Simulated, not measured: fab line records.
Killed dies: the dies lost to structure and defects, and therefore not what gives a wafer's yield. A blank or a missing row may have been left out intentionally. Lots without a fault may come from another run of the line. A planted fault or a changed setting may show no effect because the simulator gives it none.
What tool caused it? :: flow sky130 :: 36 wafers from 12 lots sampled at 5 of the route's 708 steps

WHAT THE GAUGES SHOWED, per wafer
SKY_CAPM_THK_MEAS_01.
lot: L807
measured: day 37 00:56
on: film_metro-03
CAPM_CVD_00_THK (nm): 15.69 15.64 15.87

lot: L808
measured: day 37 06:37
on: film_metro-04
CAPM_CVD_00_THK (nm): 15.38 15.69 15.78

lot: L811
measured: day 38 00:59
on: film_metro-02
CAPM_CVD_00_THK (nm): 15.52 15.91 15.78

lot: L815
measured: day 39 04:21
on: film_metro-03
CAPM_CVD_00_THK (nm): 15.08 11.68 15.72

lot: L817
measured: day 39 15:32
on: film_metro-02
CAPM_CVD_00_THK (nm): 15.20 15.35 11.53

lot: L818
measured: day 40 06:43
on: film_metro-04
CAPM_CVD_00_THK (nm): 11.85 15.80 15.86

lot: L824
measured: day 41 13:02
on: film_metro-04
CAPM_CVD_00_THK (nm): 15.50 15.32 15.62

lot: L825
measured: day 42 06:21
on: film_metro-02
CAPM_CVD_00_THK (nm): 15.49 15.42 15.90

lot: L826
measured: day 42 09:19
on: film_metro-03
CAPM_CVD_00_THK (nm): 15.69 15.05 15.33

lot: L827
measured: day 42 12:59
on: film_metro-02
CAPM_CVD_00_THK (nm): 15.75 15.66 16.05

lot: L828
measured: day 42 20:27
on: film_metro-03
CAPM_CVD_00_THK (nm): 15.47 15.60 15.65

lot: L829
measured: day 43 01:08
on: film_metro-03
CAPM_CVD_00_THK (nm): 15.76 15.40 15.45

SKY_CAPM_RS_MEAS_03: measurement is done with a four-point probe.
lot: L807
measured: day 37 01:07
on: film_metro-04
CAPM_TIN_RS (ohm/sq): 6.89 6.91 6.99

lot: L808
measured: day 37 06:49
on: film_metro-02
CAPM_TIN_RS (ohm/sq): 6.86 6.89 6.82

lot: L811
measured: day 38 01:10
on: film_metro-03
CAPM_TIN_RS (ohm/sq): 6.81 6.91 6.96

lot: L815
measured: day 39 04:31
on: film_metro-02
CAPM_TIN_RS (ohm/sq): 6.86 6.86 6.93

lot: L817
measured: day 39 15:43
on: film_metro-03
CAPM_TIN_RS (ohm/sq): 6.96 6.88 6.85

lot: L818
measured: day 40 06:54
on: film_metro-03
CAPM_TIN_RS (ohm/sq): 6.95 6.98 6.93

lot: L824
measured: day 41 13:13
on: film_metro-02
CAPM_TIN_RS (ohm/sq): 7.01 6.92 7.06

lot: L825
measured: day 42 06:31
on: film_metro-02
CAPM_TIN_RS (ohm/sq): 7.00 6.99 6.98

lot: L826
measured: day 42 09:29
on: film_metro-02
CAPM_TIN_RS (ohm/sq): 7.00 6.93 6.97

lot: L827
measured: day 42 13:10
on: film_metro-03
CAPM_TIN_RS (ohm/sq): 6.96 6.88 6.95

lot: L828
measured: day 42 20:38
on: film_metro-04
CAPM_TIN_RS (ohm/sq): 6.95 6.90 6.84

lot: L829
measured: day 43 01:19
on: film_metro-04
CAPM_TIN_RS (ohm/sq): 6.82 6.86 6.85

TOOL THAT RAN EACH LOT (tool first, then ch and the chambers of the sampled wafers, then the start)
lot: L807
SKY_METAL2_SPUTTER_01: pvd_sputter-01, day 34 16:43
SKY_VIA2_CMP_02: cmp-01 ch 0,2, day 35 20:52
SKY_CAPM_CVD_00: pecvd-01 ch 0,1, day 37 00:55

lot: L808
SKY_METAL2_SPUTTER_01: pvd_sputter-03, day 34 22:59
SKY_VIA2_CMP_02: cmp-01 ch 1,2, day 36 02:49
SKY_CAPM_CVD_00: pecvd-01 ch 0,1,2, day 37 06:35

lot: L811
SKY_METAL2_SPUTTER_01: pvd_sputter-03, day 35 17:32
SKY_VIA2_CMP_02: cmp-01 ch 1,2,3, day 36 20:59
SKY_CAPM_CVD_00: pecvd-04 ch 0,1,2, day 38 00:56

lot: L815
SKY_METAL2_SPUTTER_01: pvd_sputter-03, day 36 21:35
SKY_VIA2_CMP_02: cmp-02 ch 1,2, day 38 00:49
SKY_CAPM_CVD_00: pecvd-04 ch 0,1,2, day 39 04:20

lot: L817
SKY_METAL2_SPUTTER_01: pvd_sputter-01, day 37 10:14
SKY_VIA2_CMP_02: cmp-01 ch 0,1,3, day 38 12:59
SKY_CAPM_CVD_00: pecvd-04 ch 0,1,2, day 39 15:31

lot: L818
SKY_METAL2_SPUTTER_01: pvd_sputter-01, day 38 00:43
SKY_VIA2_CMP_02: cmp-02 ch 1,3, day 39 03:37
SKY_CAPM_CVD_00: pecvd-04 ch 0,1,2, day 40 06:41

lot: L824
SKY_METAL2_SPUTTER_01: pvd_sputter-03, day 39 09:20
SKY_VIA2_CMP_02: cmp-01 ch 1,2, day 40 10:55
SKY_CAPM_CVD_00: pecvd-01 ch 0,2, day 41 13:01

lot: L825
SKY_METAL2_SPUTTER_01: pvd_sputter-02, day 40 01:58
SKY_VIA2_CMP_02: cmp-02 ch 2,3, day 41 04:04
SKY_CAPM_CVD_00: pecvd-01 ch 0,1,2, day 42 06:19

lot: L826
SKY_METAL2_SPUTTER_01: pvd_sputter-02, day 40 05:32
SKY_VIA2_CMP_02: cmp-01 ch 0,1,3, day 41 07:25
SKY_CAPM_CVD_00: pecvd-02 ch 1,2, day 42 09:17

lot: L827
SKY_METAL2_SPUTTER_01: pvd_sputter-03, day 40 09:01
SKY_VIA2_CMP_02: cmp-01 ch 0,2,3, day 41 10:59
SKY_CAPM_CVD_00: pecvd-01 ch 0,1,2, day 42 12:58

lot: L828
SKY_METAL2_SPUTTER_01: pvd_sputter-03, day 40 17:41
SKY_VIA2_CMP_02: cmp-02 ch 1,2, day 41 19:02
SKY_CAPM_CVD_00: pecvd-01 ch 0,2, day 42 20:25

lot: L829
SKY_METAL2_SPUTTER_01: pvd_sputter-01, day 40 22:40
SKY_VIA2_CMP_02: cmp-02 ch 0,2,3, day 41 23:48
SKY_CAPM_CVD_00: pecvd-02 ch 0,1,2, day 43 01:07
- SKY_METAL2_SPUTTER_01: material TiN, target thk 20 nm, time 16.7 s.
- SKY_VIA2_CMP_02: polishes SiO2.
- SKY_CAPM_CVD_00: deposits SiO2, target thk 15.5 nm.

AS READ BY THE TOOLS THEMSELVES (means over the sampled wafers that have a number; for cases with no such wafer, the mark the record gives instead)
SKY_METAL2_SPUTTER_01.
lot: L807
tool: pvd_sputter-01
throttle_valve_pct (%): 29.8

lot: L808
tool: pvd_sputter-03
throttle_valve_pct (%): 29.4

lot: L811
tool: pvd_sputter-03
throttle_valve_pct (%): 29.5

lot: L815
tool: pvd_sputter-03
throttle_valve_pct (%): 29.3

lot: L817
tool: pvd_sputter-01
throttle_valve_pct (%): 29.6

lot: L818
tool: pvd_sputter-01
throttle_valve_pct (%): 29.4

lot: L824
tool: pvd_sputter-03
throttle_valve_pct (%): 29.5

lot: L825
tool: pvd_sputter-02
throttle_valve_pct (%): 30.3

lot: L826
tool: pvd_sputter-02
throttle_valve_pct (%): 30.2

lot: L827
tool: pvd_sputter-03
throttle_valve_pct (%): 29.2

lot: L828
tool: pvd_sputter-03
throttle_valve_pct (%): 29.8

lot: L829
tool: pvd_sputter-01
throttle_valve_pct (%): 30.1

SKY_VIA2_CMP_02.
lot: L807
tool: cmp-01
motor_current_A (A): 11.4

lot: L808
tool: cmp-01
motor_current_A (A): 11.9

lot: L811
tool: cmp-01
motor_current_A (A): 11.8

lot: L815
tool: cmp-02
motor_current_A (A): 10.9

lot: L817
tool: cmp-01
motor_current_A (A): 12.0

lot: L818
tool: cmp-02
motor_current_A (A): 11.4

lot: L824
tool: cmp-01
motor_current_A (A): 11.3

lot: L825
tool: cmp-02
motor_current_A (A): 10.5

lot: L826
tool: cmp-01
motor_current_A (A): 11.9

lot: L827
tool: cmp-01
motor_current_A (A): 11.3

lot: L828
tool: cmp-02
motor_current_A (A): 11.0

lot: L829
tool: cmp-02
motor_current_A (A): 10.5

SKY_CAPM_CVD_00.
lot: L807
tool: pecvd-01
heater_power_w (W): 647
susceptor_temp_C (C): 400.10

lot: L808
tool: pecvd-01
heater_power_w (W): 692
susceptor_temp_C (C): 399.92

lot: L811
tool: pecvd-04
heater_power_w (W): 733
susceptor_temp_C (C): 400.04

lot: L815
tool: pecvd-04
heater_power_w (W): 697
susceptor_temp_C (C): 399.96

lot: L817
tool: pecvd-04
heater_power_w (W): 773
susceptor_temp_C (C): 400.01

lot: L818
tool: pecvd-04
heater_power_w (W): 736
susceptor_temp_C (C): 399.98

lot: L824
tool: pecvd-01
heater_power_w (W): 627
susceptor_temp_C (C): 400.01

lot: L825
tool: pecvd-01
heater_power_w (W): 634
susceptor_temp_C (C): 400.22

lot: L826
tool: pecvd-02
heater_power_w (W): 655
susceptor_temp_C (C): 399.90

lot: L827
tool: pecvd-01
heater_power_w (W): 676
susceptor_temp_C (C): 400.08

lot: L828
tool: pecvd-01
heater_power_w (W): 672
susceptor_temp_C (C): 400.31

lot: L829
tool: pecvd-02
heater_power_w (W): 725
susceptor_temp_C (C): 399.74

THE ANSWER, worked out from the rows above alone
Rule: what is usual is taken from the lots themselves. Put in order of their means at a reading, lots are off if they are a third of the lots or fewer, leave a main group of 4 or more, and stand apart from it by a gap of 3 or more times the standard deviation of the main group's means; of several such gaps the widest counts. If all means in a main group match to the digits the tables above print for the reading, that group is not used. A lot without any number at a reading at which 4 lots or more have one is off too. The other lots that the step has rows for count as sound. The gauges are gone through in route order, then the tools' own readings, and for those a lot's mean is taken as printed above. At the first step where some lot is off, the reading lying furthest off is the one used; lots without a number count as furthest.
Off: L815, L817, L818, at SKY_CAPM_THK_MEAS_01 (CAPM_CVD_00_THK). The main group has a mean of 15.61 nm with a standard deviation of 0.13.
A tool fits if, at a process step before that reading, it ran every lot that is off, and no sound lot after the first of them. The gauges at SKY_CAPM_THK_MEAS_01 are tried like those tools. One fits: SKY_CAPM_CVD_00 on pecvd-04. A fault onset in the window from L811 (day 38 00:56, its last sound lot) to L815 (day 39 04:20, its first lot off) fits.

WHAT THE SIMULATOR PUT IN
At SKY_CAPM_CVD_00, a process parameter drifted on pecvd-04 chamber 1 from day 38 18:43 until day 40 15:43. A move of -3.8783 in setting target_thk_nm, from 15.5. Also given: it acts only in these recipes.
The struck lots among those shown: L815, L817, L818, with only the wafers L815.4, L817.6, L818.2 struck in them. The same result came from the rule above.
